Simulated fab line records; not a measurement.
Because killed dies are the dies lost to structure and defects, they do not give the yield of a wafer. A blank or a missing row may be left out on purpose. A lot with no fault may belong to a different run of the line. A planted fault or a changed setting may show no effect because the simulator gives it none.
Check of tool commonality	flow sky130	12 lots, 36 wafers sampled

== REASON IT WAS OPENED ==
On 1 of the 12 lots, a flag is raised at SKY_POLY_GATE_CD_MEAS_13 on the reading cd-nm. No-fault wafers: 150.0 nm, standard deviation 1.6.
Rule: a lot gets a flag if all its wafers with a number sit over 4 standard deviations from that mean, or if no wafer of it has a number. The rest of the lots are taken to be sound.

lot	measured	on	cd-nm (nm), wafer by wafer	flag
L908	day 17 22:26	cd-sem-01	149.7 148.0 150.2	
L907	day 17 22:52	cd-sem-01	148.3 148.4 148.1	
L910	day 18 15:14	cd-sem-02	151.4 150.6 150.6	
L911	day 18 21:47	cd-sem-02	173.8 175.4 176.0	FLAGGED
L918	day 21 03:54	cd-sem-02	148.8 149.0 150.3	
L919	day 22 00:29	cd-sem-01	150.2 150.2 150.4	
L920	day 22 07:44	cd-sem-02	149.6 150.8 150.7	
L921	day 22 19:05	cd-sem-02	151.3 151.6 149.5	
L922	day 22 22:07	cd-sem-02	148.6 147.9 148.1	
L924	day 23 13:14	cd-sem-01	149.9 150.3 149.6	
L926	day 24 01:53	cd-sem-01	149.6 149.2 150.4	
L927	day 24 14:09	cd-sem-02	149.0 150.4 148.0	
The numbers of the flagged lots are 175.1 nm on average: +25.1 nm against the usual, or +16 standard deviations.

== WHICH TOOL EACH LOT WENT THROUGH ==
The record holds 1 process step before the reading, out of a route of 708 steps. Cell contents, in order: the tool; ch with the chambers the sampled wafers went through; the start.
lot	flag	SKY_POLY_GATE_EXPOSE_10
L908		krf-scanner-02 ch 0, day 17 07:49
L907		krf-scanner-01 ch 0, day 17 08:01
L910		krf-scanner-02 ch 0, day 18 00:36
L911	FLAGGED	krf-scanner-02 ch 0, day 18 06:26
L918		krf-scanner-02 ch 0, day 20 13:03
L919		krf-scanner-01 ch 0, day 21 09:32
L920		krf-scanner-02 ch 0, day 21 17:03
L921		krf-scanner-02 ch 0, day 22 03:11
L922		krf-scanner-02 ch 0, day 22 06:28
L924		krf-scanner-02 ch 0, day 22 22:53
L926		krf-scanner-02 ch 0, day 23 10:42
L927		krf-scanner-01 ch 0, day 23 23:32
These steps, and what they do:
- SKY_POLY_GATE_EXPOSE_10: exposes mask P1M, target cd 150 nm.
- SKY_POLY_GATE_CD_MEAS_13: target cd 150 nm.

== FLAGGED OVER TOTAL, TOOL BY TOOL (the gauges that took the reading come last) ==
step	tool	lots run	flagged	share of the flagged lots	sound lots run after its first flagged lot
SKY_POLY_GATE_EXPOSE_10	krf-scanner-01	3	0	none	-
SKY_POLY_GATE_EXPOSE_10	krf-scanner-02	9	1	all	6 (L918,L920,L921,L922,L924,L926)
SKY_POLY_GATE_CD_MEAS_13	cd-sem-01	5	0	none	-
SKY_POLY_GATE_CD_MEAS_13	cd-sem-02	7	1	all	5 (L918,L920,L921,L922,L927)

== WHAT IS ALLOWED BY THE TABLE ==
Rows of the table that ran all the flagged lots, 2 in number: krf-scanner-02 at SKY_POLY_GATE_EXPOSE_10; cd-sem-02 at SKY_POLY_GATE_CD_MEAS_13.
- krf-scanner-02 at SKY_POLY_GATE_EXPOSE_10 ran 9 lots, 1 of them flagged. Sound lots ran on it after the first flagged one (L918, L920, L921, L922, L924, L926), which a lasting fault on the whole tool wouldn't allow.
- cd-sem-02 at SKY_POLY_GATE_CD_MEAS_13 ran 7 lots, 1 of them flagged. Sound lots ran on it after the first flagged one (L918, L920, L921, L922, L927), which a lasting fault on the whole tool wouldn't allow.
None of the table's rows ran every flagged lot and, after the first, no sound lot.

== WHAT THE SIMULATOR PUT IN ==
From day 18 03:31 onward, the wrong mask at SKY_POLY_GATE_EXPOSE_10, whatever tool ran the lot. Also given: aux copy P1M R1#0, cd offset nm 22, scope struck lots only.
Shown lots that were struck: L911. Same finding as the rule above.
